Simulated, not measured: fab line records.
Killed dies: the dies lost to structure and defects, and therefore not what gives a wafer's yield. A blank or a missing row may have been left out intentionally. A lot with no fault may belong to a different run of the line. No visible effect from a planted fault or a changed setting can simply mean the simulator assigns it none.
A struck lot beside a sound one :: flow sky130 :: 35 out of 708 route steps
Sound: these wafers, L588.4, L588.5, L588.6. Struck: wafer L599.5. (L599.4, L599.6 of the same lot were not struck and are left out.) The cause comes at the end.
At each step with rows: each side's tool, then ch and its chambers, then its first start. Under that, the readings that differ: sound wafers :: struck wafers :: difference of the means :: sigmas: that difference in standard deviations of wafers without a fault.
alike: readings with means less than 2 such deviations apart, plus words and numbers identical on both sides. not compared: withheld readings, readings lacking a value on some wafer, bounds such as >300 that could conceal the same value, and numbers that have no deviation in the record and whose values overlap.
The two part at a step that has a row with sigmas, a row that says differs or no value, or rows on one side only. When numbers do not overlap yet have no deviation, they are printed without sigmas and do not part them. Lack of a reading on every wafer of one side parts them only where that side has two or more wafers.

first, 4 steps without rows for these wafers: SKY_METAL5_SOFTBAKE_10 (time 60 s); SKY_METAL5_EXPOSE_11 (exposes mask MM5, target cd 1600 nm); SKY_METAL5_PEB_12; SKY_METAL5_DEVELOP_13 (develop time 60 s).
SKY_METAL5_DESCUM_14: chemistry O2, time 11 s.
  sound on rie metal-01 ch 0,1, day 44 11:53; struck on rie metal-01 ch 1, day 47 14:15
  alike: chamber pressure mTorr, drypump motor current A, oes product au
  not compared: rf hours counter h
SKY_METAL5_METAL_ETCH_15: etches the open film in Cl2/BCl3, stops on SiO2, target depth 1260 nm, time 252 s.
  sound on rie metal-01 ch 0,1, day 44 11:59; struck on rie metal-01 ch 1, day 47 14:31
  alike: chamber pressure mTorr, drypump motor current A, oes product au, throttle valve pct
  not compared: rf hours counter h
SKY_METAL5_STRIP_16: strips in O2/N2.
  sound on plasma asher-04 ch 0,1, day 44 12:10; struck on plasma asher-04 ch 1, day 47 14:47
  alike: chamber pressure mTorr, drypump motor current A, oes product au, strip time to endpoint s
  not compared: rf hours counter h
then, 4 steps without rows for these wafers: SKY_METAL5_STRIP_17 (strips in post etch residue remover, time 1200 s); SKY_METAL5_CLEAN_18 (cleans in IPA, time 180 s); SKY_METAL5_CLEAN_19 (cleans in O3/DIW); SKY_PASSIVATION_CVD_00 (deposits SiO2, target thk 90 nm).
SKY_PASSIVATION_THK_MEAS_01:
  sound on film metro-02, day 44 12:47; struck on film metro-04, day 47 15:26
  alike: PASSIVATION_CVD_00_THK
SKY_PASSIVATION_CVD_02: deposits Si3N4, target thk 540 nm.
  sound on pecvd-03 ch 0,1,2, day 44 12:55; struck on pecvd-04 ch 2, day 47 15:35
reading: rf fwd power W (W)
sound: 447.9 449.1 449.3
struck: 523.0
difference: +74.2
sigmas: +57

reading: model.Si3N4_of_PASSIVATION_CVD_02.thk nm (nm)
sound: 544 535.8 539.2
struck: 575.7
difference: +36.0
sigmas: 
  alike: heater power w
SKY_PASSIVATION_THK_MEAS_03:
  sound on film metro-04, day 44 13:04; struck on film metro-04, day 47 15:43
reading: PASSIVATION_CVD_02_THK (nm)
sound: 544 536 539
struck: 576
difference: +36
sigmas: +6
then, 7 steps without rows for these wafers: SKY_PASSIVATION_DEHYDRATE_04 (time 60 s); SKY_PASSIVATION_HMDS_05 (prime time 60 s); SKY_PASSIVATION_COAT_06 (resist thk 3000 nm); SKY_PASSIVATION_SOFTBAKE_07; SKY_PASSIVATION_EXPOSE_08 (exposes mask NSM, target cd 3000 nm); SKY_PASSIVATION_PEB_09; SKY_PASSIVATION_DEVELOP_10 (develop time 60 s).
SKY_PASSIVATION_ETCH_11: etches the open film in CF4/O2, stops on AlCu, target depth 725 nm, time 161.1 s.
  sound on rie diel-01 ch 1,2,3, day 45 09:16; struck on rie diel-01 ch 2, day 48 11:02
reading: model.etch.depth nm (nm)
sound: 710.1 702 704.5
struck: 723.9
difference: +18.4
sigmas: 

reading: model.PASSIVATION.feature depth nm (nm)
sound: 710.1 702 704.5
struck: 723.9
difference: +18.4
sigmas: 
  alike: chamber pressure mTorr, drypump motor current A, oes product au, throttle valve pct
  not compared: rf hours counter h
SKY_PASSIVATION_STRIP_12: strips in O2/N2.
  sound on plasma asher-01 ch 0,1, day 45 09:25; struck on plasma asher-04 ch 0, day 48 11:10
reading: oes product au (a.u.)
sound: 0.656 0.663 0.662
struck: 0.670
difference: +0.010
sigmas: +2
  alike: chamber pressure mTorr, drypump motor current A, strip time to endpoint s
  not compared: rf hours counter h
then, 7 steps without rows for these wafers: SKY_PAD_OPEN_DEHYDRATE_00 (time 60 s); SKY_PAD_OPEN_HMDS_01 (prime time 60 s); SKY_PAD_OPEN_COAT_02 (resist thk 3000 nm); SKY_PAD_OPEN_SOFTBAKE_03; SKY_PAD_OPEN_EXPOSE_04 (exposes mask PDM, target cd 60000 nm); SKY_PAD_OPEN_PEB_05; SKY_PAD_OPEN_DEVELOP_06 (develop time 60 s).
SKY_PAD_OPEN_ETCH_07: etches the open film in CF4/O2, stops on AlCu, target depth 725 nm, time 161.1 s.
  sound on rie diel-03 ch 0,2,3, day 46 06:22; struck on rie diel-01 ch 3, day 49 03:23
reading: drypump motor current A (A)
sound: 5.8 5.8 5.0
struck: 6.7
difference: +1.2
sigmas: +3

reading: oes product au (a.u.)
sound: 0.994 0.971 0.977
struck: 0.998
difference: +0.017
sigmas: +2

reading: throttle valve pct (%)
sound: 5.960 5.972 5.960
struck: 5.990
difference: +0.026
sigmas: +3

reading: model.etch.depth nm (nm)
sound: 710.1 702 704.5
struck: 737.3
difference: +31.8
sigmas: 

reading: model.PAD_OPEN.feature depth nm (nm)
sound: 710.1 702 704.5
struck: 737.3
difference: +31.8
sigmas: 
  alike: chamber pressure mTorr
  not compared: rf hours counter h
SKY_PAD_OPEN_STRIP_08: strips in O2/N2.
  sound on plasma asher-04 ch 0,1, day 46 06:28; struck on plasma asher-03 ch 1, day 49 03:31
reading: chamber pressure mTorr (mTorr)
sound: 1500.3 1502.5 1500.5
struck: 1498.1
difference: -3.0
sigmas: -2

reading: drypump motor current A (A)
sound: 5.1 6.1 5.1
struck: 6.5
difference: +1.1
sigmas: +2
  alike: oes product au, strip time to endpoint s
  not compared: rf hours counter h
SKY_PAD_OPEN_STRIP_09: strips in post etch residue remover, time 1200 s.
  sound on wet bench-01 ch 2, day 46 06:32; struck on wet bench-02 ch 2, day 49 03:35
reading: model.Si3N4_of_PASSIVATION_CVD_02.thk nm (nm)
sound: 543.7 535.4 538.9
struck: 575.3
difference: +36.0
sigmas: 
then, 1 step without rows for these wafers: SKY_PAD_OPEN_CLEAN_10 (cleans in IPA, time 180 s).
SKY_PAD_OPEN_PROBE_99:
  rows exist in the record for the sound wafers here (prober-02, day 46 08:47), none for the struck ones

## WHERE THEY PART
Last at SKY_PAD_OPEN_PROBE_99 as far as this record goes, first at SKY_PASSIVATION_CVD_02.

WHY: what had been put in by the simulator
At SKY_PASSIVATION_CVD_02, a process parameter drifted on pecvd-04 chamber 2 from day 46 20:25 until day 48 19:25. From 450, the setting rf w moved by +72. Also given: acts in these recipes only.
